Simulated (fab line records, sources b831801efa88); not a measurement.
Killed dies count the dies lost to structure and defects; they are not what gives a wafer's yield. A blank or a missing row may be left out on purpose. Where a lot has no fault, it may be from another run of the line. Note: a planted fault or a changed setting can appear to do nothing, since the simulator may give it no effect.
fab line records	flow sky130
record: lots: 24	wafers: 72	lastDay: 50
route steps=708 shown VIA2@529 VIA4@642 METAL5@665 PAD_OPEN@702
lots that met no fault: taken from a fault-free run of the same line
startH: start of the lot's first displayed wafer, in hours after the record's first day	waitH: time in hours since the lot's previous step	" same as the row above	L1.1+2: a row that stands for several wafers	- either no value or no given start	* or withheld: withheld	< > ~ a bound
route shown NAME@n: names a module that has steps shown in the file, with the first one's number in the route	usual: mean/standard deviation taken from wafers without a fault	same: alike in all rows	chamber/n: place in a boat	sites: each site's reading	_std_site: their standard deviation	_edge_site: mean of outer sites minus mean of inner sites	radiusMm: how far each site lies from the wafer's centre	mask NAME#n: copy n	behind: the most recent tool/chamber to have shaped the wafer	hold: why the lot was held/for how many hours/how that ended	device: the n, p or np transistor that did not switch	end of line: tests run on the same wafers once the route is complete	a step given without rows: its recipe and nothing more	killed: the dies lost at the first sort to structure and to defects; this is not the yield of the wafer	map: dies across one wafer; x = killed, . = not, _ = none there
set.NAME: setting as actually run; set.NAME@STEP: the setting as run at that earlier step	model.NAME: the simulator's own value behind a step, which no gauge read
one table for each step of the route and one row for each wafer, over a sample of lots
services: from which hour (startH, from the record's first day; less than 0 if before it) a tool's chamber was out of use, for how many hours, and why
== steps ==
step: SKY_VIA2_RS_MEAS_22
recipe: thkMeasGauge: four-point-probe	reads: W_of_VIA2_CVD_21+TiN_of_VIA2_SPUTTER_20
usual: VIA2_W_RS: 0.2540/0.0026
lot.wafer	tool	chamber	startH	waitH	VIA2_W_RS[ohm/sq]
L074.3	filmMetro-01	-	862.98	0.1	0.2546
L074.4	"	-	"	"	0.2516
L074.6	"	-	"	"	0.2523
L075.1	filmMetro-03	-	863.11	0.1	0.2495
L075.3	"	-	"	"	0.2489
L075.5	"	-	"	"	0.2554
L076.4	filmMetro-03	-	875.57	0.1	0.2564
L076.5	"	-	"	"	0.2562
L076.6	"	-	"	"	0.2502
L077.1	filmMetro-02	-	878.48	0.1	0.2567
L077.2	"	-	"	"	0.2508
L077.4	"	-	"	"	0.2545
L078.1	filmMetro-01	-	892.15	0.1	0.2534
L078.3	"	-	"	"	0.2565
L078.6	"	-	"	"	0.2558
L079.1	filmMetro-02	-	908.90	0.1	0.2552
L079.2	"	-	"	"	0.2532
L079.5	"	-	"	"	0.2500
L080.1	filmMetro-01	-	909.07	0.1	0.2519
L080.3	"	-	"	"	0.2514
L080.4	"	-	"	"	0.2492
L081.1	filmMetro-02	-	909.39	0.1	0.2529
L081.2	"	-	"	"	0.2577
L081.3	"	-	"	"	0.2567
L082.1	filmMetro-01	-	914.73	0.1	0.2565
L082.2	"	-	"	"	0.2542
L082.4	"	-	"	"	0.2519
L083.1	filmMetro-03	-	929.66	0.1	0.2516
L083.2	"	-	"	"	0.2511
L083.6	"	-	"	"	0.2533
L084.2	filmMetro-01	-	931.31	0.1	0.2563
L084.5	"	-	"	"	0.2563
L084.6	"	-	"	"	0.2504
L086.2	filmMetro-02	-	944.18	0.1	0.2534
L086.3	"	-	"	"	0.2529
L086.6	"	-	"	"	0.2561
L085.1	filmMetro-01	-	946.39	0.1	0.2576
L085.2	"	-	"	"	0.2508
L085.4	"	-	"	"	0.2528
L089.1	filmMetro-02	-	964.37	0.1	0.2546
L089.2	"	-	"	"	0.2520
L089.4	"	-	"	"	0.2498
L088.1	filmMetro-02	-	967.26	0.1	0.2548
L088.2	"	-	"	"	0.2527
L088.4	"	-	"	"	0.2524
L087.1	filmMetro-01	-	970.55	0.1	0.2562
L087.3	"	-	"	"	0.2549
L087.6	"	-	"	"	0.2561
L090.3	filmMetro-02	-	970.98	0.1	0.2535
L090.5	"	-	"	"	0.2515
L090.6	"	-	"	"	0.2503
L092.1	filmMetro-03	-	988.82	0.1	0.2543
L092.2	"	-	"	"	0.2622
L092.5	"	-	"	"	0.2535
L091.1	filmMetro-02	-	990.92	0.1	0.2568
L091.4	"	-	"	"	0.2541
L091.6	"	-	"	"	0.2526
L093.3	filmMetro-03	-	995.72	0.1	0.2568
L093.5	"	-	"	"	0.2546
L093.6	"	-	"	"	0.2558
L094.1	filmMetro-01	-	996.22	0.1	0.2538
L094.2	"	-	"	"	0.2536
L094.5	"	-	"	"	0.2529
L095.1	filmMetro-03	-	1007.83	0.1	0.2549
L095.3	"	-	"	"	0.2540
L095.4	"	-	"	"	0.2544
L097.2	filmMetro-03	-	1014.30	0.1	0.2521
L097.3	"	-	"	"	0.2555
L097.5	"	-	"	"	0.2579
L096.2	filmMetro-01	-	1019.43	0.1	0.2565
L096.4	"	-	"	"	0.2565
L096.5	"	-	"	"	0.2521
step: SKY_VIA4_BOW_MEAS_03
recipe: mode: bow
usual: VIA4_BOW: 81/7.6
lot.wafer	tool	chamber	startH	waitH	VIA4_BOW[um]
L074.3	filmMetro-03	-	993.94	0.2	77
L074.4	"	-	"	"	69
L074.6	"	-	"	"	88
L075.1	filmMetro-01	-	995.70	0.1	83
L075.3	"	-	"	"	80
L075.5	"	-	"	"	77
L076.4	filmMetro-03	-	1003.19	0.3	80
L076.5	"	-	"	"	80
L076.6	"	-	"	"	67
L077.1	filmMetro-02	-	1005.07	0.1	77
L077.2	"	-	"	"	86
L077.4	"	-	"	"	85
L078.1	filmMetro-03	-	1022.94	0.1	70
L078.3	"	-	"	"	79
L078.6	"	-	"	"	76
L079.1	filmMetro-02	-	1033.72	0.1	90
L079.2	"	-	"	"	86
L079.5	"	-	"	"	88
L080.1	filmMetro-01	-	1036.49	0.2	80
L080.3	"	-	"	"	82
L080.4	"	-	"	"	86
L081.1	filmMetro-02	-	1037.61	0.2	73
L081.2	"	-	"	"	84
L081.3	"	-	"	"	82
L082.1	filmMetro-01	-	1042.66	0.2	79
L082.2	"	-	"	"	78
L082.4	"	-	"	"	75
L083.1	filmMetro-02	-	1052.66	0.1	82
L083.2	"	-	"	"	96
L083.6	"	-	"	"	91
L084.2	filmMetro-02	-	1054.63	0.2	84
L084.5	"	-	"	"	76
L084.6	"	-	"	"	69
L086.2	filmMetro-02	-	1068.86	0.3	84
L086.3	"	-	"	"	95
L086.6	"	-	"	"	86
L085.1	filmMetro-02	-	1070.49	0.2	83
L085.2	"	-	"	"	100
L085.4	"	-	"	"	92
L089.1	filmMetro-03	-	1084.06	0.1	91
L089.2	"	-	"	"	75
L089.4	"	-	"	"	85
L088.1	filmMetro-02	-	1088.56	0.2	79
L088.2	"	-	"	"	95
L088.4	"	-	"	"	68
L087.1	filmMetro-03	-	1091.05	0.1	77
L087.3	"	-	"	"	84
L087.6	"	-	"	"	75
L090.3	filmMetro-02	-	1092.60	0.2	75
L090.5	"	-	"	"	82
L090.6	"	-	"	"	83
L092.1	filmMetro-02	-	1106.46	0.1	91
L092.2	"	-	"	"	99
L092.5	"	-	"	"	74
L091.1	filmMetro-03	-	1107.64	0.1	80
L091.4	"	-	"	"	79
L091.6	"	-	"	"	73
L093.3	filmMetro-03	-	1114.68	0.1	80
L093.5	"	-	"	"	68
L093.6	"	-	"	"	82
L094.1	filmMetro-01	-	1115.54	0.1	88
L094.2	"	-	"	"	77
L094.5	"	-	"	"	77
L095.1	filmMetro-03	-	1120.49	0.1	80
L095.3	"	-	"	"	87
L095.4	"	-	"	"	80
L097.2	filmMetro-03	-	1126.69	0.1	78
L097.3	"	-	"	"	73
L097.5	"	-	"	"	79
L096.2	filmMetro-02	-	1132.08	0.2	82
L096.4	"	-	"	"	79
L096.5	"	-	"	"	66
step: SKY_VIA4_OVL_MEAS_11
usual: VIA4_OVL: 0.6/1.3
lot.wafer	tool	chamber	startH	waitH	VIA4_OVL[nm]
L074.3	overlay-02	-	1016.74	0.1	0.8
L074.4	"	-	"	"	0.0
L074.6	"	-	"	"	1.4
L075.1	overlay-02	-	1018.39	0.1	0.2
L075.3	"	-	"	"	-1.5
L075.5	"	-	"	"	-1.8
L076.4	overlay-01	-	1026.23	0.1	-1.2
L076.5	"	-	"	"	0.9
L076.6	"	-	"	"	0.4
L077.1	overlay-02	-	1027.73	0.1	-0.4
L077.2	"	-	"	"	0.5
L077.4	"	-	"	"	-0.4
L078.1	overlay-02	-	1044.91	0.1	1.6
L078.3	"	-	"	"	0.6
L078.6	"	-	"	"	2.6
L079.1	overlay-01	-	1054.49	0.1	1.5
L079.2	"	-	"	"	0.3
L079.5	"	-	"	"	-0.1
L080.1	overlay-02	-	1058.11	0.1	-2.4
L080.3	"	-	"	"	-2.9
L080.4	"	-	"	"	1.8
L081.1	overlay-01	-	1060.16	0.1	2.0
L081.2	"	-	"	"	2.8
L081.3	"	-	"	"	2.2
L082.1	overlay-02	-	1064.71	0.1	2.1
L082.2	"	-	"	"	0.9
L082.4	"	-	"	"	0.5
L083.1	overlay-02	-	1074.16	0.1	-0.1
L083.2	"	-	"	"	-0.6
L083.6	"	-	"	"	-1.1
L084.2	overlay-02	-	1074.94	0.1	-0.5
L084.5	"	-	"	"	1.0
L084.6	"	-	"	"	1.0
L086.2	overlay-01	-	1089.88	0.1	-0.6
L086.3	"	-	"	"	0.5
L086.6	"	-	"	"	1.3
L085.1	overlay-01	-	1091.68	0.1	0.7
L085.2	"	-	"	"	1.9
L085.4	"	-	"	"	-1.4
L089.1	overlay-01	-	1104.56	0.1	-0.6
L089.2	"	-	"	"	-1.4
L089.4	"	-	"	"	-1.3
L088.1	overlay-02	-	1108.81	0.1	2.0
L088.2	"	-	"	"	0.7
L088.4	"	-	"	"	1.8
L087.1	overlay-01	-	1111.14	0.1	1.2
L087.3	"	-	"	"	1.2
L087.6	"	-	"	"	1.0
L090.3	overlay-02	-	1112.85	0.1	1.2
L090.5	"	-	"	"	2.4
L090.6	"	-	"	"	2.2
L092.1	overlay-02	-	1125.91	0.1	1.4
L092.2	"	-	"	"	1.6
L092.5	"	-	"	"	1.4
L091.1	overlay-01	-	1127.44	0.1	4.2
L091.4	"	-	"	"	1.2
L091.6	"	-	"	"	3.8
L093.3	overlay-01	-	1133.96	0.1	1.0
L093.5	"	-	"	"	3.0
L093.6	"	-	"	"	1.2
L094.1	overlay-01	-	1135.04	0.1	0.3
L094.2	"	-	"	"	-0.2
L094.5	"	-	"	"	0.0
L095.1	overlay-02	-	1139.43	0.1	0.2
L095.3	"	-	"	"	1.3
L095.4	"	-	"	"	-0.9
L097.2	overlay-02	-	1145.83	0.1	-1.0
L097.3	"	-	"	"	0.3
L097.5	"	-	"	"	-0.3
L096.2	overlay-02	-	1150.57	0.1	-0.9
L096.4	"	-	"	"	-0.7
L096.5	"	-	"	"	-0.3
step: SKY_METAL5_SPUTTER_04
recipe: material: TiN	targetThkNm: 70	powerW: 6500	timeS: 58.3	chamberPressurePa: 0.4
usual: throttleValvePct: 30.2/1.1
lot.wafer	tool	chamber	startH	waitH	throttleValvePct
L074.3	pvdSputter-01	-	1018.30	0.0	29.4
L074.4	"	-	"	"	30.5
L074.6	"	-	"	"	29.4
L075.1	pvdSputter-04	-	1019.96	0.0	30.0
L075.3	"	-	"	"	28.6
L075.5	"	-	"	"	30.2
L076.4	pvdSputter-04	-	1027.89	0.0	30.3
L076.5	"	-	"	"	31.5
L076.6	"	-	"	"	28.8
L077.1	pvdSputter-02	-	1029.39	0.0	31.8
L077.2	"	-	"	"	29.7
L077.4	"	-	"	"	30.7
L078.1	pvdSputter-04	-	1046.42	0.0	31.4
L078.3	"	-	"	"	30.0
L078.6	"	-	"	"	31.4
L079.1	pvdSputter-02	-	1056.00	0.0	31.9
L079.2	"	-	"	"	29.5
L079.5	"	-	"	"	28.4
L080.1	pvdSputter-02	-	1059.62	0.0	31.9
L080.3	"	-	"	"	30.8
L080.4	"	-	"	"	28.2
L081.1	pvdSputter-04	-	1061.68	0.0	30.3
L081.2	"	-	"	"	30.3
L081.3	"	-	"	"	28.8
L082.1	pvdSputter-02	-	1066.30	0.0	28.6
L082.2	"	-	"	"	30.7
L082.4	"	-	"	"	29.2
L083.1	pvdSputter-04	-	1075.67	0.0	30.1
L083.2	"	-	"	"	31.3
L083.6	"	-	"	"	29.9
L084.2	pvdSputter-01	-	1076.45	0.0	29.2
L084.5	"	-	"	"	31.6
L084.6	"	-	"	"	29.4
L086.2	pvdSputter-01	-	1091.77	0.0	30.4
L086.3	"	-	"	"	31.3
L086.6	"	-	"	"	29.4
L085.1	pvdSputter-02	-	1093.24	0.0	30.7
L085.2	"	-	"	"	31.9
L085.4	"	-	"	"	29.3
L089.1	pvdSputter-02	-	1106.12	0.0	32.2
L089.2	"	-	"	"	29.3
L089.4	"	-	"	"	29.5
L088.1	pvdSputter-04	-	1110.38	0.0	28.6
L088.2	"	-	"	"	31.5
L088.4	"	-	"	"	30.0
L087.1	pvdSputter-01	-	1112.93	0.0	30.6
L087.3	"	-	"	"	31.5
L087.6	"	-	"	"	30.5
L090.3	pvdSputter-01	-	1115.35	0.0	31.6
L090.5	"	-	"	"	30.5
L090.6	"	-	"	"	31.4
L092.1	pvdSputter-01	-	1127.48	0.0	30.3
L092.2	"	-	"	"	30.5
L092.5	"	-	"	"	30.6
L091.1	pvdSputter-02	-	1128.99	0.0	31.0
L091.4	"	-	"	"	31.8
L091.6	"	-	"	"	28.5
L093.3	pvdSputter-01	-	1135.65	0.0	29.3
L093.5	"	-	"	"	29.1
L093.6	"	-	"	"	31.4
L094.1	pvdSputter-01	-	1136.60	0.0	31.6
L094.2	"	-	"	"	30.3
L094.5	"	-	"	"	30.6
L095.1	pvdSputter-02	-	1140.97	0.0	31.8
L095.3	"	-	"	"	29.2
L095.4	"	-	"	"	30.6
L097.2	pvdSputter-04	-	1147.34	0.0	28.6
L097.3	"	-	"	"	30.2
L097.5	"	-	"	"	30.0
L096.2	pvdSputter-04	-	1152.08	0.0	30.3
L096.4	"	-	"	"	31.3
L096.5	"	-	"	"	29.9
step: SKY_METAL5_DESCUM_14
recipe: chemistry: O2	sourcePowerW: 150	biasPowerW: 0	pressureMtorr: 10	tempC: 40	timeS: 11
usual: drypumpMotorCurrentA: 5.6/0.5	oesProductAu: 1.013/0.014
lot.wafer	tool	chamber	startH	waitH	drypumpMotorCurrentA	oesProductAu	rfHoursCounterH
L074.3	rieMetal-03	1	1040.15	0.1	5.8	1.024	-
L074.4	"	0	"	"	6.4	1.003	-
L074.6	"	1	"	"	5.8	1.017	-
L075.1	rieMetal-03	0	1041.89	0.1	6.4	1.023	14
L075.3	"	0	"	"	6.5	1.019	-
L075.5	"	0	"	"	6.4	1.018	-
L076.4	rieMetal-02	1	1049.45	0.1	5.2	1.012	-
L076.5	"	1	"	"	5.3	1.015	-
L076.6	"	0	"	"	5.2	1.009	-
L077.1	rieMetal-04	0	1051.19	0.1	5.8	1.007	22
L077.2	"	1	"	"	4.9	1.031	21
L077.4	"	0	"	"	5.9	1.002	-
L078.1	rieMetal-04	1	1068.54	0.1	4.9	1.045	22
L078.3	"	1	"	"	4.9	1.048	-
L078.6	"	0	"	"	5.9	1.003	-
L079.1	rieMetal-03	0	1076.23	0.1	6.4	1.008	17
L079.2	"	1	"	"	5.8	1.008	16
L079.5	"	1	"	"	5.8	1.009	-
L080.1	rieMetal-04	1	1080.14	0.1	4.9	1.048	23
L080.3	"	0	"	"	5.8	1.006	-
L080.4	"	1	"	"	4.9	1.041	-
L081.1	rieMetal-02	0	1082.24	0.1	5.2	1.000	16
L081.2	"	1	"	"	5.2	1.015	12
L081.3	"	0	"	"	5.2	1.010	-
L082.1	rieMetal-04	1	1087.19	0.1	4.9	1.029	24
L082.2	"	0	"	"	5.8	1.003	24
L082.4	"	1	"	"	4.9	1.019	-
L083.1	rieMetal-04	1	1096.43	0.1	5.0	1.045	24
L083.2	"	0	"	"	5.8	1.008	25
L083.6	"	1	"	"	4.9	1.038	-
L084.2	rieMetal-02	0	1096.73	0.1	5.2	1.019	17
L084.5	"	0	"	"	5.1	1.008	-
L084.6	"	1	"	"	5.2	1.026	-
L086.2	rieMetal-03	0	1112.24	0.1	6.4	1.004	20
L086.3	"	1	"	"	5.8	1.015	-
L086.6	"	1	"	"	5.8	1.010	-
L085.1	rieMetal-03	1	1113.78	0.1	5.7	1.007	18
L085.2	"	0	"	"	6.4	1.018	20
L085.4	"	0	"	"	6.4	1.011	-
L089.1	rieMetal-03	0	1125.33	0.1	6.4	1.010	22
L089.2	"	1	"	"	5.7	1.022	19
L089.4	"	1	"	"	5.8	1.022	-
L088.1	rieMetal-02	0	1130.08	0.1	5.2	0.994	20
L088.2	"	1	"	"	5.3	1.021	16
L088.4	"	0	"	"	5.2	1.004	-
L087.1	rieMetal-02	0	1132.48	0.1	5.1	1.004	20
L087.3	"	0	"	"	5.2	0.998	-
L087.6	"	1	"	"	5.2	1.010	-
L090.3	rieMetal-04	0	1134.80	0.1	5.9	0.991	-
L090.5	"	1	"	"	4.9	1.042	-
L090.6	"	0	"	"	5.8	0.992	-
L092.1	rieMetal-04	0	1146.14	0.1	5.9	0.982	2
L092.2	"	1	"	"	4.9	1.026	30
L092.5	"	1	"	"	4.9	1.026	-
L091.1	rieMetal-03	0	1147.94	0.1	6.4	1.019	24
L091.4	"	0	"	"	6.4	1.012	-
L091.6	"	1	"	"	5.7	1.022	-
L093.3	rieMetal-03	1	1154.15	0.1	5.8	1.012	-
L093.5	"	0	"	"	6.5	1.013	-
L093.6	"	1	"	"	5.7	1.005	-
L094.1	rieMetal-04	1	1155.44	0.1	5.0	1.043	31
L094.2	"	0	"	"	5.9	0.985	3
L094.5	"	0	"	"	5.9	0.986	-
L095.1	rieMetal-03	0	1159.64	0.1	6.4	1.005	25
L095.3	"	1	"	"	5.7	1.015	-
L095.4	"	0	"	"	6.4	1.017	-
L097.2	rieMetal-03	1	1164.95	0.1	5.8	1.012	-
L097.3	"	1	"	"	5.8	1.014	-
L097.5	"	1	"	"	5.8	1.010	-
L096.2	rieMetal-03	1	1169.25	0.1	5.8	1.018	-
L096.4	"	1	"	"	5.7	1.008	-
L096.5	"	1	"	"	5.7	1.018	-
step: SKY_PAD_OPEN_STRIP_08
recipe: chemistry: O2/N2	powerW: 1400	pressureMtorr: 1500	platenTempC: withheld	overashFraction: 0.7	o2FlowSccm: 3000	n2FlowSccm: 300
usual: drypumpMotorCurrentA: 5.4/0.45	oesProductAu: 0.663/0.0041	stripTimeToEndpointS: 37.10/0.12
lot.wafer	tool	chamber	startH	waitH	drypumpMotorCurrentA	oesProductAu	rfHoursCounterH	stripTimeToEndpointS
L074.3	plasmaAsher-02	0	1084.80	0.1	5.0	0.669	-	37.03
L074.4	"	1	"	"	6.1	0.665	-	37.07
L074.6	"	0	"	"	4.9	0.661	-	36.83
L075.1	plasmaAsher-01	1	1086.28	0.1	4.8	0.661	2	36.93
L075.3	"	0	"	"	5.2	0.668	-	36.90
L075.5	"	0	"	"	5.2	0.659	-	37.01
L076.4	plasmaAsher-03	0	1092.80	0.1	5.5	0.666	-	37.12
L076.5	"	1	"	"	5.3	0.666	-	37.22
L076.6	"	0	"	"	5.5	0.659	-	37.09
L077.1	plasmaAsher-01	0	1095.10	0.1	5.2	0.656	3	36.93
L077.2	"	1	"	"	4.8	0.667	3	36.94
L077.4	"	0	"	"	5.2	0.658	-	37.00
L078.1	plasmaAsher-03	0	1111.23	0.1	5.5	0.666	35	37.02
L078.3	"	0	"	"	5.5	0.659	-	36.96
L078.6	"	0	"	"	5.5	0.663	-	36.89
L079.1	plasmaAsher-01	1	1118.12	0.1	4.8	0.664	5	36.95
L079.2	"	0	"	"	5.2	0.665	5	36.98
L079.5	"	1	"	"	4.8	0.663	-	37.00
L080.1	plasmaAsher-02	1	1120.73	0.1	6.1	0.661	67	37.21
L080.3	"	1	"	"	6.1	0.671	-	36.98
L080.4	"	0	"	"	5.0	0.664	-	37.03
L081.1	plasmaAsher-02	0	1123.17	0.1	5.0	0.657	67	37.06
L081.2	"	1	"	"	6.1	0.664	67	37.17
L081.3	"	1	"	"	6.1	0.673	-	37.10
L082.1	plasmaAsher-03	0	1127.77	0.1	5.5	0.662	37	37.10
L082.2	"	1	"	"	5.4	0.662	37	37.13
L082.4	"	0	"	"	5.5	0.658	-	37.14
L083.1	plasmaAsher-02	0	1137.13	0.1	5.0	0.667	68	37.21
L083.2	"	1	"	"	6.1	0.667	68	37.19
L083.6	"	1	"	"	6.1	0.665	-	37.09
L084.2	plasmaAsher-01	0	1137.62	0.1	5.2	0.657	7	37.15
L084.5	"	0	"	"	5.2	0.664	-	37.16
L084.6	"	1	"	"	4.8	0.663	-	37.08
L086.2	plasmaAsher-02	0	1152.07	0.1	5.0	0.666	69	37.07
L086.3	"	1	"	"	6.1	0.661	-	37.09
L086.6	"	0	"	"	5.0	0.665	-	37.19
L085.1	plasmaAsher-03	1	1152.90	0.1	5.4	0.673	39	37.17
L085.2	"	0	"	"	5.5	0.664	39	37.12
L085.4	"	0	"	"	5.5	0.655	-	37.24
L089.1	plasmaAsher-02	1	1162.75	0.1	6.1	0.670	71	37.05
L089.2	"	0	"	"	4.9	0.660	71	37.13
L089.4	"	1	"	"	6.1	0.671	-	37.01
L088.1	plasmaAsher-02	1	1166.62	0.1	6.1	0.668	71	36.83
L088.2	"	0	"	"	4.9	0.657	71	36.89
L088.4	"	0	"	"	5.0	0.661	-	36.80
L087.1	plasmaAsher-02	0	1170.23	0.1	4.9	0.664	71	37.20
L087.3	"	1	"	"	6.1	0.659	-	37.24
L087.6	"	0	"	"	5.0	0.661	-	37.20
L090.3	plasmaAsher-02	0	1172.90	0.1	5.0	0.665	-	37.18
L090.5	"	1	"	"	6.1	0.665	-	37.19
L090.6	"	0	"	"	5.0	0.664	-	37.23
L092.1	plasmaAsher-03	0	1181.32	0.1	5.5	0.662	42	37.11
L092.2	"	1	"	"	5.3	0.660	42	37.10
L092.5	"	1	"	"	5.3	0.662	-	37.20
L091.1	plasmaAsher-01	1	1182.85	0.1	4.9	0.658	11	37.08
L091.4	"	0	"	"	5.2	0.664	-	37.18
L091.6	"	1	"	"	4.9	0.664	-	37.19
L093.3	plasmaAsher-02	1	1189.28	0.1	6.1	0.661	-	37.20
L093.5	"	0	"	"	5.0	0.669	-	37.06
L093.6	"	1	"	"	6.1	0.665	-	37.14
L094.1	plasmaAsher-03	0	1190.75	0.1	5.5	0.660	42	37.18
L094.2	"	1	"	"	5.4	0.664	42	37.25
L094.5	"	1	"	"	5.4	0.657	-	37.11
L095.1	plasmaAsher-02	1	1194.78	0.1	6.1	0.661	74	37.26
L095.3	"	0	"	"	5.0	0.663	-	37.15
L095.4	"	1	"	"	6.1	0.665	-	37.14
L097.2	plasmaAsher-03	0	1199.22	0.1	5.5	0.664	43	37.03
L097.3	"	1	"	"	5.4	0.668	-	36.91
L097.5	"	0	"	"	5.5	0.672	-	37.01
L096.2	plasmaAsher-03	0	1202.43	0.1	5.5	0.664	44	37.39
L096.4	"	0	"	"	5.5	0.660	-	37.19
L096.5	"	1	"	"	5.3	0.667	-	37.28
== services ==
tool	chamber	startH	hours	kind
rieMetal-04	0	1007.15	11.3	repair
plasmaAsher-02	-	1016.55	1.7	repair
pvdSputter-04	3	1021.66	-	consumableReplace:kit
pvdSputter-04	3	1021.66	18.0	scheduledDown
pvdSputter-04	3	1021.66	18.0	ventCycle
plasmaAsher-03	-	1047.32	3.5	repair
plasmaAsher-01	-	1055.25	9.0	pm
plasmaAsher-01	-	1064.17	3.8	repair
rieMetal-03	-	1085.98	0.7	repair
pvdSputter-01	2	1088.72	-	consumableReplace:kit
pvdSputter-01	2	1088.72	18.0	scheduledDown
pvdSputter-01	2	1088.72	18.0	ventCycle
rieMetal-04	0	1098.64	-	clean
rieMetal-04	0	1098.64	23.0	scheduledDown
rieMetal-04	0	1098.64	23.0	ventCycle
pvdSputter-02	1	1099.65	-	consumableReplace:kit
pvdSputter-02	1	1099.65	18.0	scheduledDown
pvdSputter-02	1	1099.65	18.0	ventCycle
rieMetal-03	1	1103.46	8.5	repair
pvdSputter-04	2	1110.43	-	consumableReplace:kit
pvdSputter-04	2	1110.43	18.0	scheduledDown
rieMetal-03	0	1161.82	21.7	repair
pvdSputter-02	-	1162.74	4.4	repair
plasmaAsher-03	-	1187.69	2.8	pm
== key ==
fault none
